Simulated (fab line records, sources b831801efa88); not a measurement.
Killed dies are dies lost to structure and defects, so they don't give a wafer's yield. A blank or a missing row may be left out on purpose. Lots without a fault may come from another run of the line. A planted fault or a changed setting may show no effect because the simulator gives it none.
A struck lot beside a sound one | flow sky130 | 19 steps out of a route of 708
Sound: wafers L111.4, L111.5, L111.6. Struck: wafers L129.3, L129.5, L129.6. The cause comes at the end.
At each step with rows: each side's tool, then ch and its chambers, then its first start. Under that, the readings that differ: sound wafers | struck wafers | difference of the means | sigmas: that difference in standard deviations of wafers without a fault.
alike: readings whose means differ by less than 2 such deviations, and words and numbers that are the same on both sides. not compared: withheld readings, readings that some wafer has no value for, bounds like >300 that may hide the same value, and numbers for which the record gives no deviation and whose values overlap.
The two part at a step that has a row with sigmas, a row that says differs or no value, or rows on one side only. Numbers that don't overlap but have no deviation are shown without sigmas and don't part them. A reading that every wafer of one side lacks parts them only if that side has two wafers or more.

first, 2 steps without rows for these wafers: SKY_SALICIDE_CLEAN_00 (cleans in HF-last, time 30 s); SKY_LI_CONTACT_HDPCVD_00 (deposits PSG, target thk 930 nm, time 155 s).
SKY_LI_CONTACT_THK_MEAS_01:
  sound on film_metro-02, day 28 08:20; struck on film_metro-04, day 34 05:58
  reading                    | sound       | struck      | difference | sigmas
  LI_CONTACT_HDPCVD_THK (nm) | 947 942 935 | 925 915 917 | -22        | -2
SKY_LI_CONTACT_CMP_02: polishes PSG.
  sound on cmp-02 ch 0,1,3, day 28 08:31; struck on cmp-01 ch 0,3, day 34 06:00
  alike: motor_current_A, time_to_endpoint_s
SKY_LI_CONTACT_BOW_MEAS_03:
  sound on film_metro-04, day 28 08:44; struck on film_metro-04, day 34 06:20
  reading             | sound    | struck   | difference | sigmas
  LI_CONTACT_BOW (um) | 73 74 66 | 50 49 64 | -17        | -3
then, 7 steps without rows for these wafers: SKY_LI_CONTACT_DEHYDRATE_04 (time 60 s); SKY_LI_CONTACT_HMDS_05 (prime time 60 s); SKY_LI_CONTACT_COAT_06 (resist thk 60 nm); SKY_LI_CONTACT_COAT_07 (resist thk 450 nm); SKY_LI_CONTACT_SOFTBAKE_08 (time 90 s); SKY_LI_CONTACT_EXPOSE_09 (exposes mask LICM1, target cd 170 nm); SKY_LI_CONTACT_PEB_10.
SKY_LI_CONTACT_DEVELOP_11: develop time 60 s.
  sound on litho_track-03 ch 0, day 29 12:00; struck on litho_track-01 ch 0, day 35 08:00
SKY_LI_CONTACT_CD_MEAS_12: target cd 170 nm.
  sound on cd_sem-01, day 29 12:13; struck on cd_sem-01, day 35 09:02
  reading    | sound             | struck            | difference | sigmas
  cd_nm (nm) | 174.7 172.0 172.6 | 163.1 163.2 163.7 | -9.8       | -6
SKY_LI_CONTACT_OVL_MEAS_13:
  sound on overlay-01, day 29 12:18; struck on overlay-02, day 35 09:08
  alike: LI_CONTACT_OVL
SKY_LI_CONTACT_ETCH_14: etches BARC in N2/H2, stops on SiO2, time 45.9 s, target depth 60 nm.
  sound on rie_diel-03 ch 2,3, day 29 12:19; struck on rie_diel-03 ch 0,2,3, day 35 09:09
  reading                     | sound             | struck            | difference | sigmas
  model.LI_CONTACT.cd_nm (nm) | 174.9 172.4 172.4 | 163.4 162.8 163.1 | -10.1      |
  alike: drypump_motor_current_A, oes_product_au, throttle_valve_pct
  not compared: rf_hours_counter_h
SKY_LI_CONTACT_ETCH_15: etches PSG in C4F8/O2/Ar, stops on Si, target depth 600 nm.
  sound on rie_diel-03 ch 2,3, day 29 12:22; struck on rie_diel-03 ch 0,2,3, day 35 09:12
  reading                     | sound             | struck        | difference | sigmas
  model.LI_CONTACT.cd_nm (nm) | 174.9 172.8 172.8 | 164 163 162.8 | -10        |
  alike: oes_product_au
SKY_LI_CONTACT_STRIP_16: strips in O2/N2.
  sound on plasma_asher-04 ch 0,1, day 29 12:29; struck on plasma_asher-04 ch 0,1, day 35 09:19
  alike: drypump_motor_current_A, oes_product_au, strip_time_to_endpoint_s
  not compared: rf_hours_counter_h
-- the record jumps here: 15 days lie between the struck wafers' starts before and after (it left off in module LI_CONTACT and takes up again in module PAD_OPEN, whose first step shown is number 708 of the route) --
SKY_PAD_OPEN_PROBE_99:
  the record has rows for the struck wafers here (prober-02, day 50 01:35) and none for the sound ones

WHERE THEY PART
First at SKY_LI_CONTACT_THK_MEAS_01; last, within this record, at SKY_PAD_OPEN_PROBE_99.

WHY: what the simulator had put in
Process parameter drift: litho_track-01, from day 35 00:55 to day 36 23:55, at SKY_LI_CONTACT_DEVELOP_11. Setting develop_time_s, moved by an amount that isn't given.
